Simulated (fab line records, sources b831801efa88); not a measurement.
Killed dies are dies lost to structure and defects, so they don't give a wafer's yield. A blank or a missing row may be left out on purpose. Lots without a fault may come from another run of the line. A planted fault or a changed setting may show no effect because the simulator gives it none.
A struck lot beside a sound one | flow sky130 | 21 steps out of a route of 708
Sound: wafers L953.1, L953.2, L953.6. Struck: wafer L954.1. (L954.2, L954.4 of the same lot were not struck and are left out.) The cause comes at the end.
At each step with rows: each side's tool, then ch and its chambers, then its first start. Under that, the readings that differ: sound wafers | struck wafers | difference of the means | sigmas: that difference in standard deviations of wafers without a fault.
alike: readings whose means differ by less than 2 such deviations, and words and numbers that are the same on both sides. not compared: withheld readings, readings that some wafer has no value for, bounds like >300 that may hide the same value, and numbers for which the record gives no deviation and whose values overlap.
The two part at a step that has a row with sigmas, a row that says differs or no value, or rows on one side only. Numbers that don't overlap but have no deviation are shown without sigmas and don't part them. A reading that every wafer of one side lacks parts them only if that side has two wafers or more.

first, 1 step without rows for these wafers: SKY_RES_XHIGH_IMPLANT_07.
SKY_RES_XHIGH_STRIP_08: strips in O2/N2.
  sound on plasma_asher-02 ch 0,1, day 28 02:32; struck on plasma_asher-01 ch 0, day 28 09:20
  alike: drypump_motor_current_A, oes_product_au, strip_time_to_endpoint_s
  not compared: rf_hours_counter_h
SKY_RES_XHIGH_TW_MEAS_09:
  sound on film_metro-04, day 28 02:38; struck on film_metro-04, day 28 09:26
  alike: RES_XHIGH_TW
then, 7 steps without rows for these wafers: SKY_SD_N_DEHYDRATE_00 (time 60 s); SKY_SD_N_HMDS_01 (prime time 60 s); SKY_SD_N_COAT_02 (resist thk 1140 nm); SKY_SD_N_SOFTBAKE_03 (time 60 s); SKY_SD_N_EXPOSE_04 (exposes mask NSDM, target cd 380 nm); SKY_SD_N_PEB_05; SKY_SD_N_DEVELOP_06 (develop time 60 s).
SKY_SD_N_CD_MEAS_07: target cd 380 nm.
  sound on cd_sem-01, day 29 06:55; struck on cd_sem-01, day 29 14:11
  alike: cd_nm
SKY_SD_N_OVL_MEAS_08:
  sound on overlay-01, day 29 07:02; struck on overlay-02, day 29 14:18
  alike: SD_N_OVL
SKY_SD_N_IMPLANT_09:
  sound on implanter-04 ch 0, day 29 07:04; struck on implanter-04 ch 0, day 29 14:20
  reading            | sound             | struck | difference | sigmas
  beam_on_s (s)      | 20.2 19.9 20.0    | 15.2   | -4.8       | -5
  faraday_current_uA | 10874 11055 10996 | 14399  | +3424      | +7
then, 1 step without rows for these wafers: SKY_SD_N_IMPLANT_10.
SKY_SD_N_STRIP_11: strips in O2/N2.
  sound on plasma_asher-01 ch 0,1, day 29 07:22; struck on plasma_asher-01 ch 0, day 29 14:38
  reading                      | sound             | struck | difference | sigmas
  oes_product_au (a.u.)        | 0.524 0.528 0.532 | 0.545  | +0.017     | +4
  strip_time_to_endpoint_s (s) | 22.50 22.51 22.50 | 21.69  | -0.81      | -18
  alike: drypump_motor_current_A
  not compared: rf_hours_counter_h
SKY_SD_N_TW_MEAS_12:
  sound on film_metro-04, day 29 07:28; struck on film_metro-03, day 29 14:44
  alike: SD_N_TW
then, 1 step without rows for these wafers: SKY_SD_N_CLEAN_13 (cleans in SC1/SC2, time 150 s).
SKY_SD_N_RTA_14: time 2 s.
  sound on rtp_anneal-02 ch 0, day 29 07:35; struck on rtp_anneal-01 ch 0, day 29 14:51
  reading            | sound             | struck | difference | sigmas
  lamp_power_pct (%) | 15.76 15.67 15.66 | 15.85  | +0.15      | +3
  alike: wafer_temp_C_max
SKY_SD_N_RS_MEAS_16: measures by four-point-probe.
  sound on film_metro-04, day 29 07:45; struck on film_metro-04, day 29 15:01
  reading          | sound             | struck | difference | sigmas
  SD_N_RS (ohm/sq) | 68.75 68.46 68.57 | 71.21  | +2.62      | +22
SKY_SD_N_RS_MEAS_17: measures by four-point-probe.
  sound on film_metro-04, day 29 07:52; struck on film_metro-04, day 29 15:08
  alike: SD_P_RS
-- the record jumps here: 17 days lie between the struck wafers' starts before and after (it left off in module SD_N and takes up again in module PAD_OPEN, whose first step shown is number 708 of the route) --
SKY_PAD_OPEN_PROBE_99:
  sound on prober-01, day 47 01:58; struck on prober-02, day 46 23:25
  reading                                 | sound             | struck | difference | sigmas
  killed_short                            | 35 33 34          | 48     | +14        | +2
  model.etest.res_ndiff.line_ohm_um       | 764.3 771.1 757.9 | 827.5  | +63.1      |
  model.etest.sonos_uncharged.r_on_ohm_um | 809.2 811.1 803.7 | 853.4  | +45.4      |
  model.etest.licon_ndiff.rc_ohm          | 178.4 182.9 177.4 | 192.8  | +13.2      |
  model.etest.res_ndiff_hv.rs_ohm_sq      | 116.2 115.9 115.9 | 123.3  | +7.3       |
  model.etest.res_ndiff.rs_ohm_sq         | 121.9 121.7 120.5 | 128.7  | +7.3       |
  alike: killed_at_M0_to_M3, killed_at_M4_up, killed_at_contacts, killed_at_front_end, killed_at_other, killed_dies, killed_open

WHERE THEY PART
First at SKY_SD_N_IMPLANT_09; last, within this record, at SKY_PAD_OPEN_PROBE_99.

WHY: what the simulator had put in
Process parameter drift: implanter-04, from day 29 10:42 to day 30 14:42, at SKY_SD_N_IMPLANT_09. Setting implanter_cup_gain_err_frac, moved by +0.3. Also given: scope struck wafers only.
